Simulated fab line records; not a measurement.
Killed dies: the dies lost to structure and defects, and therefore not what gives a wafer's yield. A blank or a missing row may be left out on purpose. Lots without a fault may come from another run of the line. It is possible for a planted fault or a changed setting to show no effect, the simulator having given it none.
fab line records | flow gf180mcu
record lots=12 wafers=36 lastDay=34
route steps=602 shown HV_LDD@185 M3@413 V3@430
lots with no fault: from the same line, run without faults
startH: hours from the record's opening day to when the first of the lot's shown wafers began | waitH: hours elapsed since this lot's preceding step | " identical to the entry in the row above | L1.1+2: several wafers, shown together as one row | - either no value or no given start | * or withheld: withheld | < > ~ a bound
route shown NAME@n: NAME is a module with steps in the file, n the number in the route of the first one | usual: average and standard deviation across the fault-free wafers | same: alike in all rows | chamber/n: place in a boat | sites: the reading at each site | _std_site: their standard deviation | _edge_site: outer sites' mean less inner sites' | radiusMm: how far each site lies from the wafer's centre | mask NAME#n: copy n | behind: tool/chamber where the wafer was last shaped | hold: the reason the lot was held/the length of the hold in hours/how it ended | device: which transistor (n, p or np) failed to switch | end of line: the same wafers' tests at the end of the route | a step with no rows: only its recipe | killed: dies lost to structure and defects at the first sort, not the wafer's yield | map: a wafer's dies, marking killed ones x, the rest . and places with no die _
set.NAME: the setting as run; set.NAME@STEP: as run at that earlier step | model.NAME: the simulator's own value behind a step, which no gauge read
a sample of lots followed through the steps of the route, with each step as a table and each wafer as a row
services: from which hour (startH, from the record's first day; less than 0 if before it) a tool's chamber was out of use, for how many hours, and why
## steps
# step GF_HV_LDD_IMPLANT_09
# recipe species=As energyKev=38.84 doseCm2=1e+14 tiltDeg=7
# usual tiltDeg=6.998/0.019
# columns lot.wafer tool chamber startH waitH tiltDeg
L110.2 implanter-03 0 212.35 0.0 6.976
L110.4 " 0 " " 6.985
L110.6 " 0 " " 7.008
L111.2 implanter-02 0 223.48 0.0 6.989
L111.3 " 0 " " 6.982
L111.6 " 0 " " 6.998
L114.3 implanter-01 0 246.45 0.1 7.002
L114.4 " 0 " " 6.984
L114.6 " 0 " " 7.014
L116.3 implanter-01 0 257.38 0.1 0.008
L116.4 " 0 " " 0.009
L116.6 " 0 " " -0.007
L119.2 implanter-01 0 280.75 0.0 0.002
L119.3 " 0 " " 0.013
L119.4 " 0 " " 0.025
L126.2 implanter-01 0 343.05 0.0 6.978
L126.3 " 0 " " 6.987
L126.5 " 0 " " 6.968
L127.2 implanter-02 0 355.95 0.0 7.002
L127.4 " 0 " " 6.995
L127.6 " 0 " " 7.031
L128.2 implanter-01 0 359.22 0.0 6.999
L128.4 " 0 " " 6.999
L128.6 " 0 " " 7.036
L130.2 implanter-01 0 369.40 0.0 7.001
L130.4 " 0 " " 7.003
L130.5 " 0 " " 6.986
L131.1 implanter-03 0 374.02 0.0 7.015
L131.2 " 0 " " 6.983
L131.3 " 0 " " 6.965
L132.4 implanter-02 0 382.10 0.1 6.983
L132.5 " 0 " " 6.975
L132.6 " 0 " " 6.994
L133.1 implanter-03 0 390.45 0.0 7.008
L133.3 " 0 " " 6.993
L133.5 " 0 " " 7.007
# step GF_HV_LDD_TW_MEAS_11
# usual HV_LDD_TW=2397/23
# columns lot.wafer tool chamber startH waitH HV_LDD_TW
L110.2 filmMetro-04 - 212.59 0.1 2434
L110.4 " - " " 2415
L110.6 " - " " 2432
L111.2 filmMetro-01 - 223.71 0.1 2377
L111.3 " - " " 2373
L111.6 " - " " 2377
L114.3 filmMetro-03 - 246.67 0.1 2378
L114.4 " - " " 2383
L114.6 " - " " 2384
L116.3 filmMetro-03 - 257.60 0.1 2148
L116.4 " - " " 2162
L116.6 " - " " 2150
L119.2 filmMetro-03 - 281.04 0.1 2164
L119.3 " - " " 2171
L119.4 " - " " 2164
L126.2 filmMetro-03 - 343.28 0.1 2394
L126.3 " - " " 2399
L126.5 " - " " 2413
L127.2 filmMetro-01 - 356.18 0.1 2376
L127.4 " - " " 2379
L127.6 " - " " 2367
L128.2 filmMetro-01 - 359.46 0.1 2375
L128.4 " - " " 2373
L128.6 " - " " 2364
L130.2 filmMetro-01 - 369.63 0.1 2370
L130.4 " - " " 2383
L130.5 " - " " 2380
L131.1 filmMetro-01 - 374.27 0.1 2363
L131.2 " - " " 2367
L131.3 " - " " 2378
L132.4 filmMetro-01 - 382.30 0.1 2387
L132.5 " - " " 2378
L132.6 " - " " 2379
L133.1 filmMetro-03 - 390.70 0.1 2393
L133.3 " - " " 2380
L133.5 " - " " 2391
# step GF_HV_LDD_RS_MEAS_53
# recipe thkMeasGauge=four-point-probe
# usual HV_LDD_RS=419.8/0.9
# columns lot.wafer tool chamber startH waitH HV_LDD_RS[ohm/sq]
L110.2 filmMetro-01 - 269.27 0.1 420.9
L110.4 " - " " 420.4
L110.6 " - " " 420.2
L111.2 filmMetro-04 - 281.15 0.1 420.6
L111.3 " - " " 419.7
L111.6 " - " " 421.3
L114.3 filmMetro-01 - 302.89 0.1 418.6
L114.4 " - " " 418.6
L114.6 " - " " 420.1
L116.3 filmMetro-01 - 315.37 0.1 396.8
L116.4 " - " " 397.4
L116.6 " - " " 397.5
L119.2 filmMetro-04 - 342.07 0.1 399.8
L119.3 " - " " 397.7
L119.4 " - " " 399.1
L126.2 filmMetro-01 - 413.82 0.1 420.1
L126.3 " - " " 420.8
L126.5 " - " " 419.7
L127.2 filmMetro-03 - 427.04 0.1 420.2
L127.4 " - " " 419.5
L127.6 " - " " 419.0
L128.2 filmMetro-04 - 429.22 0.1 419.9
L128.4 " - " " 419.8
L128.6 " - " " 419.6
L130.2 filmMetro-03 - 440.30 0.1 418.7
L130.4 " - " " 420.1
L130.5 " - " " 419.3
L131.1 filmMetro-01 - 446.25 0.1 420.2
L131.2 " - " " 419.4
L131.3 " - " " 419.4
L132.4 filmMetro-01 - 454.68 0.1 418.3
L132.5 " - " " 419.9
L132.6 " - " " 419.7
L133.1 filmMetro-04 - 466.30 0.1 420.9
L133.3 " - " " 420.9
L133.5 " - " " 421.5
# step GF_M3_SPUTTER_04
# recipe material=TiN targetThkNm=50 powerW=6500 timeS=41.7 chamberPressurePa=0.4
# usual throttleValvePct=29.3/1.1
# columns lot.wafer tool chamber startH waitH throttleValvePct
L110.2 pvdSputter-04 - 454.49 0.0 28.7
L110.4 " - " " 28.2
L110.6 " - " " 28.2
L111.2 pvdSputter-04 - 469.79 0.0 28.4
L111.3 " - " " 28.0
L111.6 " - " " 27.9
L114.3 pvdSputter-02 - 496.47 0.0 28.2
L114.4 " - " " 30.1
L114.6 " - " " 27.9
L116.3 pvdSputter-04 - 512.11 0.0 28.6
L116.4 " - " " 28.2
L116.6 " - " " 28.3
L119.2 pvdSputter-01 - 542.89 0.0 28.6
L119.3 " - " " 30.6
L119.4 " - " " 28.9
L126.2 pvdSputter-04 - 611.36 0.0 27.8
L126.3 " - " " 31.0
L126.5 " - " " 28.5
L127.2 pvdSputter-04 - 622.28 0.0 28.7
L127.4 " - " " 31.1
L127.6 " - " " 31.0
L128.2 pvdSputter-02 - 627.24 0.0 29.9
L128.4 " - " " 29.4
L128.6 " - " " 29.1
L130.2 pvdSputter-01 - 634.06 0.0 28.5
L130.4 " - " " 31.1
L130.5 " - " " 28.5
L131.1 pvdSputter-04 - 637.26 0.0 28.5
L131.2 " - " " 28.0
L131.3 " - " " 28.6
L132.4 pvdSputter-02 - 644.85 0.0 27.7
L132.5 " - " " 27.8
L132.6 " - " " 29.2
L133.1 pvdSputter-04 - 653.23 0.0 31.0
L133.3 " - " " 28.8
L133.5 " - " " 31.2
# step GF_V3_THK_MEAS_01
# recipe reads=SiO2_of_V3_CVD_00
# usual V3_CVD_00_THK=595/6.3
# columns lot.wafer tool chamber startH waitH V3_CVD_00_THK[nm]
L110.2 filmMetro-04 - 480.04 0.0 603
L110.4 " - " " 605
L110.6 " - " " 611
L111.2 filmMetro-02 - 495.25 0.0 590
L111.3 " - " " 601
L111.6 " - " " 596
L114.3 filmMetro-04 - 520.89 0.1 589
L114.4 " - " " 592
L114.6 " - " " 586
L116.3 filmMetro-04 - 536.00 0.1 601
L116.4 " - " " 600
L116.6 " - " " 603
L119.2 filmMetro-04 - 565.99 0.0 587
L119.3 " - " " 592
L119.4 " - " " 600
L126.2 filmMetro-02 - 633.04 0.0 595
L126.3 " - " " 589
L126.5 " - " " 592
L127.2 filmMetro-04 - 642.63 0.0 590
L127.4 " - " " 595
L127.6 " - " " 591
L128.2 filmMetro-02 - 648.71 0.1 600
L128.4 " - " " 600
L128.6 " - " " 607
L130.2 filmMetro-03 - 654.70 0.0 586
L130.4 " - " " 589
L130.5 " - " " 586
L131.1 filmMetro-02 - 657.29 0.0 600
L131.2 " - " " 602
L131.3 " - " " 601
L132.4 filmMetro-04 - 665.06 0.0 598
L132.5 " - " " 593
L132.6 " - " " 599
L133.1 filmMetro-02 - 673.38 0.0 593
L133.3 " - " " 588
L133.5 " - " " 582
# step GF_V3_ETCH_16
# recipe chemistry=N2/H2 targetDepthA=withheld overetchA=withheld timeS=withheld target=BARC ionEnergyEv=200 sourceW=500 biasW=100 pressureMtorr=30 n2FlowSccm=100 h2FlowSccm=200
# usual chamberPressureMTorr=30.000/0.03 drypumpMotorCurrentA=5.6/0.38 oesProductAu=0.854/0.0054 throttleValvePct=13.226/0.0094
# columns lot.wafer tool chamber startH waitH chamberPressureMTorr drypumpMotorCurrentA oesProductAu throttleValvePct
L110.2 rieDiel-03 1 504.05 0.0 29.990 6.5 0.857 13.208
L110.4 " 0 " " 29.991 5.7 0.855 13.226
L110.6 " 1 " " 30.044 6.6 0.852 13.229
L111.2 rieDiel-02 2 519.47 0.0 29.951 5.5 0.848 13.213
L111.3 " 0 " " 30.040 5.0 0.843 13.220
L111.6 " 3 " " 29.987 5.1 0.859 13.229
L114.3 rieDiel-02 3 544.27 0.0 30.011 5.1 0.852 13.225
L114.4 " 1 " " 30.003 5.7 0.848 13.216
L114.6 " 0 " " 29.999 5.0 0.862 13.226
L116.3 rieDiel-03 0 558.35 0.0 29.957 5.7 0.853 13.213
L116.4 " 2 " " 29.981 5.8 0.856 13.204
L116.6 " 0 " " 30.001 5.7 0.856 13.218
L119.2 rieDiel-02 2 588.25 0.0 29.992 5.5 0.868 13.227
L119.3 " 3 " " 30.002 5.1 0.858 13.220
L119.4 " 1 " " 29.929 5.7 0.860 13.226
L126.2 rieDiel-02 1 653.60 0.0 29.941 5.7 0.847 13.223
L126.3 " 0 " " 30.009 5.0 0.851 13.234
L126.5 " 2 " " 30.038 5.6 0.855 13.241
L127.2 rieDiel-04 3 661.90 0.0 29.989 5.9 0.856 13.217
L127.4 " 2 " " 30.006 5.4 0.851 13.222
L127.6 " 1 " " 29.964 6.0 0.857 13.212
L128.2 rieDiel-04 0 668.55 0.0 29.950 5.6 0.858 13.220
L128.4 " 2 " " 29.995 5.4 0.854 13.226
L128.6 " 0 " " 30.038 5.6 0.862 13.215
L130.2 rieDiel-04 3 674.15 0.0 29.984 6.0 0.861 13.229
L130.4 " 2 " " 29.993 5.4 0.859 13.196
L130.5 " 2 " " 29.981 5.4 0.860 13.230
L131.1 rieDiel-02 0 676.92 0.0 30.007 5.0 0.853 13.228
L131.2 " 3 " " 29.998 5.1 0.858 13.236
L131.3 " 1 " " 30.022 5.7 0.858 13.230
L132.4 rieDiel-03 1 684.15 0.0 30.013 6.5 0.858 13.241
L132.5 " 3 " " 30.028 5.4 0.860 13.227
L132.6 " 0 " " 29.981 5.6 0.851 13.246
L133.1 rieDiel-04 1 692.50 0.0 30.035 6.0 0.856 13.226
L133.3 " 2 " " 29.985 5.4 0.853 13.229
L133.5 " 3 " " 29.982 5.9 0.850 13.225
## services
# columns tool chamber startH hours kind
rieDiel-04 3 209.68 3.3 repair
pvdSputter-04 - 213.79 3.1 repair
rieDiel-04 1 216.45 2.8 repair
rieDiel-02 - 217.34 0.2 repair
implanter-01 - 218.23 1.8 repair
implanter-01 - 221.38 2.5 pm
rieDiel-02 0 247.88 4.7 repair
rieDiel-04 2 255.18 1.3 repair
rieDiel-02 3 296.63 5.4 repair
implanter-01 - 330.13 2.0 repair
pvdSputter-04 - 344.46 1.6 repair
rieDiel-02 - 384.84 0.6 repair
rieDiel-02 3 397.38 2.5 repair
implanter-01 - 469.73 2.2 pm
implanter-01 - 475.09 2.9 repair
rieDiel-02 - 493.94 1.2 repair
implanter-01 - 520.92 3.7 repair
implanter-01 - 531.41 3.3 repair
pvdSputter-04 - 552.83 0.6 repair
pvdSputter-04 - 579.72 5.8 repair
pvdSputter-04 - 618.03 2.0 repair
rieDiel-02 - 622.33 2.8 pm
implanter-01 - 648.76 4.4 repair
rieDiel-02 3 683.92 1.5 repair
## key
firstSign step=GF_HV_LDD_IMPLANT_09 reading=tiltDeg direction=down sigmas=99+ usual=6.998 struck=0.008
effect step=GF_HV_LDD_TW_MEAS_11 reading=HV_LDD_TW direction=down sigmas=10 usual=2397 struck=2160
effect step=GF_HV_LDD_RS_MEAS_53 reading=HV_LDD_RS direction=down sigmas=24 usual=419.8 struck=398.1
metAt GF_HV_LDD_IMPLANT_09
struckLots L116,L119
testerLeftOut L116,L119
notActingAt GF_M3_SPUTTER_04,GF_V3_THK_MEAS_01,GF_V3_ETCH_16
onsetBetween 246.45 257.38
fault kind=processParameterDrift tool=implanter-01 chamber=- onsetH=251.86 steps=GF_HV_LDD_IMPLANT_09 channel=tiltDeg offset=-7 shape=step endH=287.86 actsIn=theseRecipesOnly stated=7
# testerLeftOut: of these lots the tester's yield and bins aren't shown, on N5 and GAA mostly nor the transistor test; their killed dies are dies lost to structure and defects alone, not to doping, threshold or leakage, so they don't give the yield
